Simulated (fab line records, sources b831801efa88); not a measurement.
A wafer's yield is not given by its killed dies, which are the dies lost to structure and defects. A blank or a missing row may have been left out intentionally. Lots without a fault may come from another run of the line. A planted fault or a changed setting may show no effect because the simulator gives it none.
A lot that was struck, set against a sound lot | flow sky130 | 23 steps out of a route of 708
Sound: wafers L661.2, L661.3, L661.4. The struck wafers were L663.2, L663.5, L663.6. Last of all comes the cause.
Each step with rows lists, per side, the tool, then ch with its chambers, then its first start. Under that, the readings that differ: sound wafers | struck wafers | difference of the means | sigmas: that difference in standard deviations of wafers without a fault.
alike: a reading whose means differ by less than 2 such deviations, as well as words and numbers matching on both sides. not compared: withheld readings; readings where some wafer has no value; bounds like >300 that might hide an equal value; numbers whose values overlap and for which the record gives no deviation.
The two part at a step that has a row with sigmas, a row that says differs or no value, or rows on one side only. When numbers do not overlap yet have no deviation, they are printed without sigmas and do not part them. A reading missing from all wafers of one side parts the sides only when that side holds two or more wafers.

first, 5 steps without rows for these wafers: SKY_POLY_CUT_COAT_03 (resist thk 450 nm); SKY_POLY_CUT_SOFTBAKE_04 (time 90 s); SKY_POLY_CUT_EXPOSE_05 (exposes mask NPCM, target cd 270 nm); SKY_POLY_CUT_PEB_06; SKY_POLY_CUT_DEVELOP_07 (develop time 60 s).
SKY_POLY_CUT_CD_MEAS_08 targets a cd of 270 nm.
  sound on cd_sem-01, day 28 08:35; struck on cd_sem-01, day 29 08:38
  alike: cd_nm
SKY_POLY_CUT_OVL_MEAS_09:
  sound on overlay-01, day 28 08:41; struck on overlay-01, day 29 08:44
  alike: POLY_CUT_OVL
SKY_POLY_CUT_ETCH_10: etches BARC in N2/H2, stops on SiO2, time 45.9 s, target depth 60 nm.
  sound on rie_diel-03 ch 0,1,2, day 28 08:43; struck on rie_diel-04 ch 2,3, day 29 08:46
  reading                | sound                | struck               | difference | sigmas
  throttle_valve_pct (%) | 13.202 13.218 13.211 | 13.233 13.226 13.226 | +0.018     | +2
  alike: bias_w, drypump_motor_current_A, h2_flow_sccm, oes_product_au
  not compared: rf_hours_counter_h
SKY_POLY_CUT_ETCH_11: etches Si3N4 in CF4/CH2F2/Ar, stops on poly-Si, time 42.5 s, target depth 60 nm.
  sound on rie_diel-03 ch 0,1,2, day 28 08:46; struck on rie_diel-04 ch 2,3, day 29 08:49
  alike: bias_w, drypump_motor_current_A, oes_product_au, throttle_valve_pct
  not compared: rf_hours_counter_h
SKY_POLY_CUT_STRIP_12: strips in O2/N2.
  sound on plasma_asher-03 ch 0,1, day 28 08:48; struck on plasma_asher-04 ch 0,1, day 29 08:51
  alike: drypump_motor_current_A, o2_flow_sccm, oes_product_au, strip_time_to_endpoint_s
  not compared: rf_hours_counter_h
then, 2 steps without rows for these wafers: SKY_SD_P_DEHYDRATE_00 (time 60 s); SKY_SD_P_HMDS_01 (prime time 60 s).
SKY_SD_P_COAT_02: resist thk 1140 nm.
  sound on litho_track-01 ch 0, day 28 23:55; struck on litho_track-01 ch 0, day 29 23:07
  reading                                   | sound                | struck               | difference | sigmas
  spin_speed_rpm (rpm)                      | 3002.2 2999.9 2999.4 | 2645.5 2650.6 2648.8 | -352.2     | -99 or more
  model.NOVOLAK_of_SD_P_COAT_02.thk_nm (nm) | 1136 1134 1134       | 1211 1213 1212       | +77        |
then, 3 steps without rows for these wafers: SKY_SD_P_SOFTBAKE_03 (time 60 s); SKY_SD_P_EXPOSE_04 (exposes mask PSDM, target cd 380 nm); SKY_SD_P_PEB_05.
SKY_SD_P_DEVELOP_06: develop time 60 s.
  sound on litho_track-01 ch 0, day 29 13:25; struck on litho_track-03 ch 0, day 30 13:47
  reading                                   | sound          | struck         | difference | sigmas
  model.NOVOLAK_of_SD_P_COAT_02.thk_nm (nm) | 1135 1133 1133 | 1210 1212 1211 | +77        |
SKY_SD_P_CD_MEAS_07 targets a cd of 380 nm.
  sound on cd_sem-01, day 29 13:34; struck on cd_sem-02, day 30 13:56
  reading    | sound             | struck            | difference | sigmas
  cd_nm (nm) | 386.5 385.9 382.9 | 374.5 377.3 375.4 | -9.4       | -3
SKY_SD_P_OVL_MEAS_08:
  sound on overlay-01, day 29 13:40; struck on overlay-02, day 30 14:02
  alike: SD_P_OVL
following that, these wafers have no rows for 1 step: SKY_SD_P_IMPLANT_09.
SKY_SD_P_STRIP_10: strips in O2/N2.
  sound on plasma_asher-02 ch 0,1, day 29 13:51; struck on plasma_asher-01 ch 0,1, day 30 14:13
  reading                      | sound             | struck            | difference | sigmas
  strip_time_to_endpoint_s (s) | 17.45 17.42 17.45 | 18.28 18.31 18.29 | +0.85      | +19
  alike: drypump_motor_current_A, o2_flow_sccm, oes_product_au
  not compared: rf_hours_counter_h
SKY_SD_P_TW_MEAS_11:
  sound on film_metro-01, day 29 13:58; struck on film_metro-04, day 30 14:19
  alike: SD_P_TW
-- a jump in the record: the struck wafers' starts before and after are 19 days apart (it breaks off in module SD_P and resumes in module PAD_OPEN, where the first step shown is number 708 of the route) --
SKY_PAD_OPEN_PROBE_99:
  rows exist in the record for the struck wafers here (prober-02, day 49 20:36), but not for the sound ones

== WHERE THEY PART ==
Earliest at SKY_POLY_CUT_ETCH_10; latest, in this record, at SKY_PAD_OPEN_PROBE_99.

WHY: whatever the simulator had introduced
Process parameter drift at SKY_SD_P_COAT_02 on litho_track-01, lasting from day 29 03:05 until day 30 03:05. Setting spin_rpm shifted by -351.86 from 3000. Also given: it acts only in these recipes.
